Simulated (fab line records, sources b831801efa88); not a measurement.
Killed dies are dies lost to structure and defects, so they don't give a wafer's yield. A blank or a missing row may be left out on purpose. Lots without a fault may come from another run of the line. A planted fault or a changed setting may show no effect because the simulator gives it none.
Which tool did it? | flow sky130 | 13 lots, 38 wafers sampled, at 5 steps of a route of 708

WHAT THE GAUGES READ, wafer by wafer
SKY_SD_P_TW_MEAS_11.
lot  | measured     | on            | SD_P_TW
L157 | day 25 10:23 | film_metro-02 | 2849 2836 2833
L158 | day 25 19:13 | film_metro-02 | 2850 2854 2830
L159 | day 26 10:34 | film_metro-04 | 2811 2822 2828
L161 | day 27 04:05 | film_metro-03 | 2868 2852 2848
L160 | day 27 05:25 | film_metro-04 | 2795 2818 2827
L163 | day 27 09:59 | film_metro-03 | 2868 2852 2849
L164 | day 28 05:41 | film_metro-04 | 2811 2815 2824
L166 | day 28 11:34 | film_metro-03 | 2853 2847 2859
L167 | day 28 23:53 | film_metro-03 | 2851 2846 2835
L169 | day 29 21:01 | film_metro-03 | 2829 2845
L171 | day 30 05:55 | film_metro-03 | 2867 2843 2864
L178 | day 32 05:07 | film_metro-03 | 2855 2842 2838
L179 | day 32 13:35 | film_metro-02 | 2832 2846 2821

SKY_RES_XHIGH_TW_MEAS_09.
lot  | measured     | on            | RES_XHIGH_TW
L157 | day 26 15:11 | film_metro-04 | 1634 1635 1642
L158 | day 27 00:20 | film_metro-04 | 1641 1636 1638
L159 | day 27 15:13 | film_metro-03 | 1656 1666 1663
L161 | day 28 08:24 | film_metro-04 | 1623 1624 1624
L160 | day 28 09:17 | film_metro-04 | 1628 1634 1630
L163 | day 28 13:55 | film_metro-03 | 1657 1650 1655
L164 | day 29 09:05 | film_metro-04 | 1631 1630 1640
L166 | day 29 15:29 | film_metro-03 | 1656 1658 1659
L167 | day 30 02:56 | film_metro-02 | 1650 1655 1658
L169 | day 31 01:08 | film_metro-02 | 1643 1653
L171 | day 31 09:49 | film_metro-04 | 1638 1640 1636
L178 | day 33 07:17 | film_metro-02 | 1646 1652 1650
L179 | day 33 16:29 | film_metro-03 | 1668 1662 1659

SKY_METAL1_THK_MEAS_06: measures by xrf.
lot  | measured     | on            | METAL1_ALCU_THK (nm)
L157 | day 31 13:57 | film_metro-03 | 254.4 254.8 256.3
L158 | day 31 22:16 | film_metro-01 | 254.4 252.0 254.2
L159 | day 32 11:43 | film_metro-03 | 251.0 249.0 251.3
L161 | day 33 05:25 | film_metro-03 | 252.9 252.8 252.3
L160 | day 33 05:41 | film_metro-01 | 252.1 248.4 251.1
L163 | day 33 09:16 | film_metro-03 | 254.8 252.8 253.2
L164 | day 34 03:44 | film_metro-01 | 252.1 250.7 251.2
L166 | day 34 10:07 | film_metro-01 | 251.1 249.7 254.7
L167 | day 34 20:56 | film_metro-03 | 253.7 250.6 251.6
L169 | day 35 19:13 | film_metro-01 | 248.1 248.6
L171 | day 36 02:19 | film_metro-03 | 250.7 251.3 250.9
L178 | day 37 21:52 | film_metro-03 | 254.0 255.2 255.8
L179 | day 38 06:25 | film_metro-03 | 248.8 250.6 251.8

WHICH TOOL RAN EACH LOT (tool, then ch and the chambers of the sampled wafers, then the start)
lot  | SKY_CONTACT_COAT_09               | SKY_CONTACT_STRIP_19
L157 | litho_track-03 ch 0, day 30 21:00 | plasma_asher-04 ch 0,1, day 31 12:22
L158 | litho_track-04 ch 0, day 31 06:00 | plasma_asher-03 ch 0,1, day 31 20:44
L159 | litho_track-02 ch 0, day 31 20:00 | plasma_asher-03 ch 0,1, day 32 10:07
L161 | litho_track-04 ch 0, day 32 13:00 | plasma_asher-03 ch 0,1, day 33 03:32
L160 | litho_track-02 ch 0, day 32 14:00 | plasma_asher-04 ch 0,1, day 33 04:07
L163 | litho_track-02 ch 0, day 32 18:00 | plasma_asher-04 ch 0,1, day 33 07:43
L164 | litho_track-04 ch 0, day 33 11:00 | plasma_asher-04 ch 0,1, day 34 02:13
L166 | litho_track-03 ch 0, day 33 19:00 | plasma_asher-03 ch 0,1, day 34 08:20
L167 | litho_track-03 ch 0, day 34 05:00 | plasma_asher-02 ch 0,1, day 34 19:26
L169 | litho_track-03 ch 0, day 35 04:00 | plasma_asher-03 ch 1, day 35 17:43
L171 | litho_track-02 ch 0, day 35 11:00 | plasma_asher-04 ch 0,1, day 36 00:47
L178 | litho_track-04 ch 0, day 37 07:00 | plasma_asher-02 ch 0,1, day 37 20:16
L179 | litho_track-02 ch 0, day 37 15:00 | plasma_asher-02 ch 0,1, day 38 04:53
- SKY_CONTACT_COAT_09: resist thk 450 nm.
- SKY_CONTACT_STRIP_19: strips in O2/N2.

WHAT THE TOOLS THEMSELVES READ (means of the sampled wafers that have a number; where no wafer has one, the mark that the record gives instead)
SKY_CONTACT_COAT_09.
lot  | tool           | dispense_pressure_kPa (kPa)
L157 | litho_track-03 | 49.5
L158 | litho_track-04 | 43.2
L159 | litho_track-02 | 45.9
L161 | litho_track-04 | 43.2
L160 | litho_track-02 | 45.9
L163 | litho_track-02 | 45.9
L164 | litho_track-04 | 43.2
L166 | litho_track-03 | 49.5
L167 | litho_track-03 | 49.5
L169 | litho_track-03 | 49.4
L171 | litho_track-02 | 45.9
L178 | litho_track-04 | 43.1
L179 | litho_track-02 | 45.9

SKY_CONTACT_STRIP_19.
lot  | tool            | drypump_motor_current_A (A) | oes_product_au (a.u.) | strip_time_to_endpoint_s (s)
L157 | plasma_asher-04 | 5.4                         | 0.382                 | 3.62
L158 | plasma_asher-03 | 5.7                         | 0.381                 | 3.67
L159 | plasma_asher-03 | 5.4                         | 0.380                 | 3.60
L161 | plasma_asher-03 | 5.4                         | 0.381                 | 3.64
L160 | plasma_asher-04 | 5.3                         | 0.382                 | 3.58
L163 | plasma_asher-04 | 5.3                         | 0.382                 | 3.59
L164 | plasma_asher-04 | 5.3                         | 0.384                 | 3.65
L166 | plasma_asher-03 | 5.4                         | 0.386                 | 3.60
L167 | plasma_asher-02 | 4.8                         | 0.378                 | 3.60
L169 | plasma_asher-03 | 5.0                         | 0.396                 | 3.87
L171 | plasma_asher-04 | 5.3                         | 0.381                 | 3.60
L178 | plasma_asher-02 | 4.9                         | 0.380                 | 3.62
L179 | plasma_asher-02 | 4.8                         | 0.375                 | 3.57

THE ANSWER, worked out from the rows above alone
Rule: what is usual is taken from the lots themselves. Put in order of their means at a reading, lots are off if they are a third of the lots or fewer, leave a main group of 4 or more, and stand apart from it by a gap of 3 or more times the standard deviation of the main group's means; of several such gaps the widest counts. A main group whose means are all the same, to the digits that the tables above print for the reading, isn't used. A lot without any number at a reading at which 4 lots or more have one is off too. The other lots that the step has rows for count as sound. The gauges are gone through in route order, then the tools' own readings, and for those a lot's mean is taken as printed above. The first step at which some lot is off is used, and at that step the reading that is off furthest; a lot without a number counts as furthest.
Off: L169, at SKY_CONTACT_STRIP_19 (strip_time_to_endpoint_s). The main group: mean 3.61 s, standard deviation 0.028.
A tool fits if, at that step or a process step before it, it ran every lot that is off, and no sound lot after the first of them. Can't be told from this: 2 tools fit, litho_track-03 at SKY_CONTACT_COAT_09, plasma_asher-03 at SKY_CONTACT_STRIP_19.

WHAT THE SIMULATOR HAD PUT IN
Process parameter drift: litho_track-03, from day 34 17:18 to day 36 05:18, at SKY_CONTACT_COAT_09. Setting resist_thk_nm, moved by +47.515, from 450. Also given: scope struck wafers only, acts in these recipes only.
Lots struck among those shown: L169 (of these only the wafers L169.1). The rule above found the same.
